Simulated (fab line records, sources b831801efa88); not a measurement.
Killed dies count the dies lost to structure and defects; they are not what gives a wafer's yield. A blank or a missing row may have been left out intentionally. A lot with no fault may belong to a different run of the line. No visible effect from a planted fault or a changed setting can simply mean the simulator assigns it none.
Which tool is to blame? | flow gf180mcu | 36 wafers from 12 lots sampled at 2 of the route's 602 steps

## WHAT THE GAUGES READ, wafer by wafer
GF_STI_THK_MEAS_24.
lot  | measured    | on           | STI_CVD_23_THK (nm)
L558 | day 2 05:39 | filmMetro-04 | 640 641 644
L560 | day 2 13:38 | filmMetro-01 | 650 649 648
L561 | day 2 18:48 | filmMetro-01 | 649 643 646
L562 | day 3 01:07 | filmMetro-04 | 642 648 653
L564 | day 3 09:53 | filmMetro-01 | 650 653 649
L565 | day 3 16:13 | filmMetro-01 | 644 640 648
L568 | day 4 07:29 | filmMetro-01 | 643 633 642
L569 | day 4 12:28 | filmMetro-01 | 381 376 644 381 376 644
L570 | day 4 17:07 | filmMetro-02 | 654 652 657
L571 | day 4 22:18 | filmMetro-01 | 654 648 390 654 649 390
L579 | day 6 15:14 | filmMetro-02 | 657 650 666
L580 | day 6 19:44 | filmMetro-04 | 646 655 649

## WHAT TOOL EACH LOT RAN ON (gives the tool, then ch and the chambers of the sampled wafers, and finally the start)
lot  | GF_STI_CVD_23
L558 | hdpcvd-01 ch 0,1,2, day 2 05:35
L560 | hdpcvd-02 ch 1,2, day 2 13:34
L561 | hdpcvd-02 ch 0,2, day 2 18:43
L562 | hdpcvd-01 ch 0,1,2, day 3 01:02
L564 | hdpcvd-01 ch 0,1, day 3 09:49
L565 | hdpcvd-02 ch 0,1,2, day 3 16:08
L568 | hdpcvd-02 ch 0,1, day 4 07:22
L569 | hdpcvd-02 ch 0,1, day 4 12:20
L570 | hdpcvd-01 ch 0,1,2, day 4 17:02
L571 | hdpcvd-02 ch 0,1, day 4 22:12
L579 | hdpcvd-01 ch 0,1,2, day 6 15:10
L580 | hdpcvd-01 ch 1,2, day 6 19:40
- GF_STI_CVD_23: deposits SiO2, target thk 650 nm, time 108.3 s.

## AS READ BY THE TOOLS THEMSELVES (means over the sampled wafers that have a number; for cases with no such wafer, the mark the record gives instead)
GF_STI_CVD_23.
lot  | tool      | pressureMtorr (mTorr)
L558 | hdpcvd-01 | 6.001
L560 | hdpcvd-02 | 6.003
L561 | hdpcvd-02 | 6.004
L562 | hdpcvd-01 | 6.001
L564 | hdpcvd-01 | 5.998
L565 | hdpcvd-02 | 5.995
L568 | hdpcvd-02 | 6.012
L569 | hdpcvd-02 | 5.998
L570 | hdpcvd-01 | 6.001
L571 | hdpcvd-02 | 6.003
L579 | hdpcvd-01 | 6.003
L580 | hdpcvd-01 | 6.009

## THE ANSWER, worked out from the rows above alone
Rule: the usual values come from the lots themselves. Put in order of their means at a reading, lots are off if they are a third of the lots or fewer, leave a main group of 4 or more, and stand apart from it by a gap of 3 or more times the standard deviation of the main group's means; of several such gaps the widest counts. Not used: any main group whose means are identical at the precision the tables above print for the reading. A lot without any number at a reading at which 4 lots or more have one is off too. The other lots that the step has rows for count as sound. Order of review: gauges by route order, followed by the tools' own readings, for which a lot's mean as printed above is used. At the first step where some lot is off, the reading lying furthest off is the one used; lots without a number count as furthest.
Off: L569, L571, at GF_STI_THK_MEAS_24 (STI_CVD_23_THK). Main group: mean 648 nm, sd 5.3.
A tool fits if, at a process step before that reading, it ran every lot that is off, and no sound lot after the first of them. Those tools and the gauges at GF_STI_THK_MEAS_24 are tried in the same way. Can't be told from this: 2 tools fit, hdpcvd-02 at GF_STI_CVD_23, filmMetro-01 at GF_STI_THK_MEAS_24.

## WHAT THE SIMULATOR HAD PUT IN
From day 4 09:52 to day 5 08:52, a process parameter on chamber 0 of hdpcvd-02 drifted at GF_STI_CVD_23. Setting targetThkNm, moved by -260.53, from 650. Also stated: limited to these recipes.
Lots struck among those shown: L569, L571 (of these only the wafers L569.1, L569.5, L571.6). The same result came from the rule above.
